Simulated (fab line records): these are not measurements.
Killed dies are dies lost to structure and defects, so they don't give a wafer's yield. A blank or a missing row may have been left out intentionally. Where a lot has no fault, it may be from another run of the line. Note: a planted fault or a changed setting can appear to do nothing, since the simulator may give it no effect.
Shared-tool check -- flow sky130 -- 30 wafers sampled across 10 lots

WHY IT WAS OPENED
SKY_POLY_GATE_THK_MEAS_01, reading POLY_GATE_CVD_00_THK: flagged on 2 of 10 lots. Wafers without a fault read 180.9 nm, standard deviation 1.7.
Rule: a lot is flagged in two cases, either no wafer of it has a number, or all its wafers with numbers fall more than 4 standard deviations from that mean. All remaining lots are regarded as sound.

lot,measured,on,"POLY_GATE_CVD_00_THK (nm), wafer by wafer",flag
L348,day 14 01:10,film metro-04,179.4 180.4 180.2,
L351,day 14 21:42,film metro-04,180.2 181.7 180.2,
L355,day 16 17:47,film metro-01,178.7 179.4 177.7,
L356,day 16 22:13,film metro-04,183.2 183.0 182.2,
L359,day 17 20:26,film metro-01,128.5 127.8 127.9,FLAGGED
L360,day 18 06:27,film metro-04,131.2 129.8 129.7,FLAGGED
L367,day 21 02:11,film metro-04,179.6 180.1 179.9,
L369,day 21 07:51,film metro-04,181.3 179.9 180.1,
L368,day 21 09:02,film metro-04,183.3 183.7 183.4,
L370,day 21 15:16,film metro-02,180.4 179.5 181.3,
The numbers of the flagged lots are 129.2 nm on average: -51.8 nm against the usual, or -30 standard deviations.

EACH LOT AND THE TOOL IT RAN ON
2 process steps preceding the reading are held in the record, out of 708 steps in the route. Read each cell as the tool, then ch plus the chambers that the sampled wafers visited, then the start.
lot,flag,SKY_DNWELL_STRIP_08,SKY_POLY_GATE_CVD_00
L348,,"plasma asher-04 ch 0,1, day 3 09:09","lpcvd-01 ch 1, day 13 23:58"
L351,,"plasma asher-02 ch 0,1, day 3 19:15","lpcvd-01 ch 1, day 14 20:30"
L355,,"plasma asher-01 ch 0,1, day 4 20:09","lpcvd-01 ch 0, day 16 16:35"
L356,,"plasma asher-02 ch 0,1, day 5 01:33","lpcvd-01 ch 0, day 16 21:01"
L359,FLAGGED,"plasma asher-02 ch 0,1, day 5 17:15","lpcvd-01 ch 1, day 17 19:14"
L360,FLAGGED,"plasma asher-01 ch 0,1, day 5 23:57","lpcvd-01 ch 1, day 18 05:15"
L367,,"plasma asher-04 ch 0,1, day 7 15:54","lpcvd-01 ch 1, day 21 00:23"
L369,,"plasma asher-02 ch 0, day 7 22:15","lpcvd-01 ch 1, day 21 06:38"
L368,,"plasma asher-01 ch 0,1, day 7 20:33","lpcvd-01 ch 0, day 21 07:50"
L370,,"plasma asher-04 ch 0,1, day 8 02:45","lpcvd-01 ch 1, day 21 14:04"
What is done by these steps:
- SKY_DNWELL_STRIP_08: strips in O2/N2.
- SKY_POLY_GATE_CVD_00: deposits poly-Si, target thk 180 nm, time 720 s.
- SKY_POLY_GATE_THK_MEAS_01

FLAGGED AGAINST TOTAL, ONE TOOL AT A TIME (gauges that did the reading follow at the end)
step,tool,lots run,flagged,share of the flagged lots,sound lots run after its first flagged lot
SKY_DNWELL_STRIP_08,plasma asher-01,3,1,some,1 (L368)
SKY_DNWELL_STRIP_08,plasma asher-02,4,1,some,1 (L369)
SKY_DNWELL_STRIP_08,plasma asher-04,3,0,none,-
SKY_POLY_GATE_CVD_00,lpcvd-01,10,2,all,"4 (L367,L369,L368,L370)"
SKY_POLY_GATE_THK_MEAS_01,film metro-01,2,1,some,0
SKY_POLY_GATE_THK_MEAS_01,film metro-02,1,0,none,-
SKY_POLY_GATE_THK_MEAS_01,film metro-04,7,1,some,"3 (L367,L369,L368)"

THE TABLE: WHAT IT ALLOWS
Rows of the table that ran each flagged lot: 1, that is lpcvd-01 at SKY_POLY_GATE_CVD_00.
- lpcvd-01 at SKY_POLY_GATE_CVD_00 ran 10 lots, 2 of them flagged. Sound lots followed the first flagged one (L367, L369, L368, L370) on it, something a lasting fault affecting the whole tool could not allow. Its own readings lie more than 4 standard deviations out on every wafer of the flagged lots: spike tc bottom C, spike tc centre C, spike tc lower C, spike tc top C, spike tc upper C, susceptor temp C.
There is no row in the table that ran each flagged lot and no sound lot after the first.

WHAT WAS PUT IN BY THE SIMULATOR
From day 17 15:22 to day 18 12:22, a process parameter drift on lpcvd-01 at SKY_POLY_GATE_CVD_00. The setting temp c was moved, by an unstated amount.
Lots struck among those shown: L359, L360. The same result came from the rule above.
